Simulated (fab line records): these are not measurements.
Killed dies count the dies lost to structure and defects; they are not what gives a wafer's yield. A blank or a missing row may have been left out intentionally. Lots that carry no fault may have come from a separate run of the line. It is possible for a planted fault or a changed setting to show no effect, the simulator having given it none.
A lot that was struck, set against a sound lot ; flow gf180mcu ; 21 steps out of a route of 602
Sound: these wafers, L361.3, L361.4, L361.5. Struck: wafer L373.2. (L373.1 of the same lot was not struck and is left out.) The cause comes at the end.
Each step with rows lists, per side, the tool, then ch with its chambers, then its first start. Under that, the readings that differ: sound wafers ; struck wafers ; difference of the means ; sigmas: that difference in standard deviations of wafers without a fault.
alike: a reading whose means differ by less than 2 such deviations, as well as words and numbers matching on both sides. not compared: withheld readings; readings where some wafer has no value; bounds like >300 that might hide an equal value; numbers whose values overlap and for which the record gives no deviation.
The two part at a step that has a row with sigmas, a row that says differs or no value, or rows on one side only. When numbers do not overlap yet have no deviation, they are printed without sigmas and do not part them. A reading that every wafer of one side lacks parts them only if that side has two wafers or more.

first, 1 step without rows for these wafers: GF_MIM_SPUTTER_02 (material AlCu, target thk 450 nm, time 23.9 s).
GF_MIM_SPUTTER_03: material Ti, target thk 10 nm, time 6.7 s.
  sound on pvdSputter-03, day 24 00:13; struck on pvdSputter-03, day 28 20:51
  alike: cathodeDcPowerW, throttleValvePct
then, 1 step without rows for these wafers: GF_MIM_SPUTTER_04 (material TiN, target thk 50 nm, time 41.7 s).
GF_MIM_CVD_05: deposits Si3N4, target thk 42 nm, time 29.086 s.
  sound on pecvd-02 ch 0,1, day 24 00:16; struck on pecvd-03 ch 0, day 28 20:55
reading;sound;struck;difference;sigmas
heaterPowerW (W);604 616 569;803;+207;+2
  not compared: sinceWetCleanH
GF_MIM_THK_MEAS_06:
  sound on filmMetro-03, day 24 00:19; struck on filmMetro-01, day 28 20:56
  alike: MIM_CVD_05_THK
GF_MIM_SPUTTER_07: material TiN, target thk 60 nm, time 50 s.
  sound on pvdSputter-01, day 24 00:22; struck on pvdSputter-02, day 28 21:00
  alike: cathodeDcPowerW, throttleValvePct
GF_MIM_SPUTTER_08: material AlCu, target thk 200 nm, time 10.6 s.
  sound on pvdSputter-01, day 24 00:24; struck on pvdSputter-02, day 28 21:03
  alike: cathodeDcPowerW, throttleValvePct
GF_MIM_SPUTTER_09: material TiN, target thk 35 nm, time 29.2 s.
  sound on pvdSputter-01, day 24 00:26; struck on pvdSputter-02, day 28 21:04
reading;sound;struck;difference;sigmas
throttleValvePct (%);29.0 30.3 30.3;32.1;+2.2;+2
  alike: cathodeDcPowerW
GF_MIM_RS_MEAS_10: measurement is done with a four-point probe.
  sound on filmMetro-02, day 24 00:30; struck on filmMetro-01, day 28 21:06
  alike: MIM_ALCU_RS
GF_MIM_THK_MEAS_11: measures by xrf.
  sound on filmMetro-02, day 24 00:36; struck on filmMetro-01, day 28 21:13
  alike: MIM_ALCU_THK
then, 2 steps without rows for these wafers: GF_MIM_DEHYDRATE_12 (time 60 s); GF_MIM_HMDS_13 (prime time 60 s).
GF_MIM_COAT_14: resist thk 1000 nm.
  sound on lithoTrack-01 ch 0, day 24 10:55; struck on lithoTrack-03 ch 0, day 29 06:10
reading;sound;struck;difference;sigmas
model.NOVOLAK_of_MIM_COAT_14.thkNm (nm);1005 1000 1002;1105;+103;
  alike: resistLineTempC
then, 4 steps without rows for these wafers: GF_MIM_SOFTBAKE_15 (time 60 s); GF_MIM_EXPOSE_16 (exposes mask FuseTop, target cd 2000 nm); GF_MIM_PEB_17; GF_MIM_DEVELOP_18 (develop time 60 s).
GF_MIM_METAL_ETCH_19: etches the open film in Cl2/BCl3, stops on Si3N4, target depth 324.5 nm, time 54.1 s.
  sound on rieMetal-02 ch 0,1, day 24 22:17; struck on rieMetal-04 ch 1, day 29 16:13
reading;sound;struck;difference;sigmas
drypumpMotorCurrentA (A);6.2 5.8 6.2;4.8;-1.3;-2
rfHoursCounterH (h);- - -;6.2;no value on the sound wafers;
model.NOVOLAK_of_MIM_COAT_14.thkNm (nm);870.8 872.4 866.7;976.2;+106.2;
  alike: biasW, oesProductAu, throttleValvePct
GF_MIM_STRIP_20: strips in O2/N2.
  sound on plasmaAsher-04 ch 0,1, day 24 22:22; struck on plasmaAsher-03 ch 1, day 29 16:17
reading;sound;struck;difference;sigmas
oesProductAu (a.u.);0.697 0.692 0.687;0.709;+0.017;+4
rfHoursCounterH (h);- - -;94;no value on the sound wafers;
stripTimeToEndpointS (s);11.24 11.26 11.18;12.46;+1.23;+24
  alike: drypumpMotorCurrentA, heaterPowerW, o2FlowSccm
then, 1 step without rows for these wafers: GF_MIM_STRIP_21 (strips in post etch residue remover, time 1200 s).
GF_PASSIVATION_PROBE_99:
  rows exist in the record for the sound wafers here (prober-02, day 28 17:53), none for the struck ones

== WHERE THEY PART ==
Earliest at GF_MIM_CVD_05; latest, in this record, at GF_PASSIVATION_PROBE_99.

WHY: what had been put in by the simulator
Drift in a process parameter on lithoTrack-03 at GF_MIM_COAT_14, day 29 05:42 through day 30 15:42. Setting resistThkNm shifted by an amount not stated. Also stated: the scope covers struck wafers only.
